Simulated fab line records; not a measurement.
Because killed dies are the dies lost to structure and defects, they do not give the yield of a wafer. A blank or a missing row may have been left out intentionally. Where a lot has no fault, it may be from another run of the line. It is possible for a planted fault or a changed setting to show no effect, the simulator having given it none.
Struck lot and sound lot, side by side || flow gf180mcu || 17 out of 602 route steps
Sound: these wafers, L811.1, L811.2, L811.4. The struck wafers were L815.4, L815.5, L815.6. The cause is given at the end.
At each step with rows: each side's tool, then ch and its chambers, then its first start. Under that, the readings that differ: sound wafers || struck wafers || difference of the means || sigmas: that difference in standard deviations of wafers without a fault.
alike: readings with means less than 2 such deviations apart, plus words and numbers identical on both sides. not compared: withheld readings, readings lacking a value on some wafer, bounds such as >300 that could conceal the same value, and numbers that have no deviation in the record and whose values overlap.
Wherever a step has rows on one side only, a row that says differs or no value, or a row with sigmas, the two part there. Numbers that don't overlap but have no deviation are shown without sigmas and don't part them. A reading missing from all wafers of one side parts the sides only when that side holds two or more wafers.

GF_M3_SPUTTER_00: material Ti, target thk 37.5 nm, time 150 s.
  sound on pvdSputter-03, day 24 04:48; struck on pvdSputter-03, day 25 06:50
  alike: throttleValvePct
GF_M3_SPUTTER_01: material TiN, target thk 30 nm, time 25 s.
  sound on pvdSputter-03, day 24 04:54; struck on pvdSputter-03, day 25 06:56
  alike: throttleValvePct
GF_M3_SPUTTER_02: material AlCu, target thk 450 nm, time 23.9 s.
  sound on pvdSputter-03, day 24 04:56; struck on pvdSputter-03, day 25 06:58
  alike: throttleValvePct
GF_M3_SPUTTER_03: material Ti, target thk 10 nm, time 6.7 s.
  sound on pvdSputter-03, day 24 04:58; struck on pvdSputter-03, day 25 07:00
  alike: throttleValvePct
GF_M3_SPUTTER_04: material TiN, target thk 50 nm, time 41.7 s.
  sound on pvdSputter-03, day 24 04:59; struck on pvdSputter-03, day 25 07:01
  alike: throttleValvePct
GF_M3_RS_MEAS_05: the measuring method here is four-point-probe.
  sound on filmMetro-01, day 24 05:01; struck on filmMetro-03, day 25 07:07
{"reading": "M3_ALCU_RS (ohm/sq)", "sound": "0.0711 0.0710 0.0701", "struck": "0.0687 0.0682 0.0689", "difference": -0.0021, "sigmas": -2}
GF_M3_THK_MEAS_06: measures by xrf.
  sound on filmMetro-01, day 24 05:08; struck on filmMetro-03, day 25 07:13
{"reading": "M3_ALCU_THK (nm)", "sound": "446 447 454", "struck": "465 468 463", "difference": "+16", "sigmas": "+2"}
then, 5 steps without rows for these wafers: GF_M3_DEHYDRATE_07 (time 60 s); GF_M3_HMDS_08 (prime time 60 s); GF_M3_COAT_09 (resist thk 1000 nm); GF_M3_SOFTBAKE_10 (time 60 s); GF_M3_EXPOSE_11 (exposes mask Metal3, target cd 280 nm).
GF_M3_PEB_12: peb time 90 s.
  sound on lithoTrack-02 ch 0, day 25 02:40; struck on lithoTrack-02 ch 0, day 26 03:40
{"reading": "heaterPowerTotalW (W)", "sound": "85.61 85.69 85.63", "struck": "88.42 88.26 88.21", "difference": "+2.65", "sigmas": "+30"}
{"reading": "plateTempC (C)", "sound": "134.97 135.08 135.06", "struck": "138.49 138.31 138.24", "difference": "+3.31", "sigmas": "+24"}
then, 1 step without rows for these wafers: GF_M3_DEVELOP_13 (develop time 60 s).
GF_M3_CD_MEAS_14 targets a cd of 280 nm.
  sound on cdSem-02, day 25 03:01; struck on cdSem-02, day 26 03:59
{"reading": "cdNm (nm)", "sound": "279.6 280.4 281.5", "struck": "271.6 272.9 271.3", "difference": -8.6, "sigmas": -9}
GF_M3_OVL_MEAS_15:
  sound on overlay-01, day 25 03:08; struck on overlay-02, day 26 04:04
  alike: M3_OVL
GF_PASSIVATION_PROBE_99:
  sound wafers here have rows in the record (prober-01, day 32 02:52); struck ones have none

== WHERE THEY PART ==
Last at GF_PASSIVATION_PROBE_99 as far as this record goes, first at GF_M3_RS_MEAS_05.

WHY: what the simulator had put in
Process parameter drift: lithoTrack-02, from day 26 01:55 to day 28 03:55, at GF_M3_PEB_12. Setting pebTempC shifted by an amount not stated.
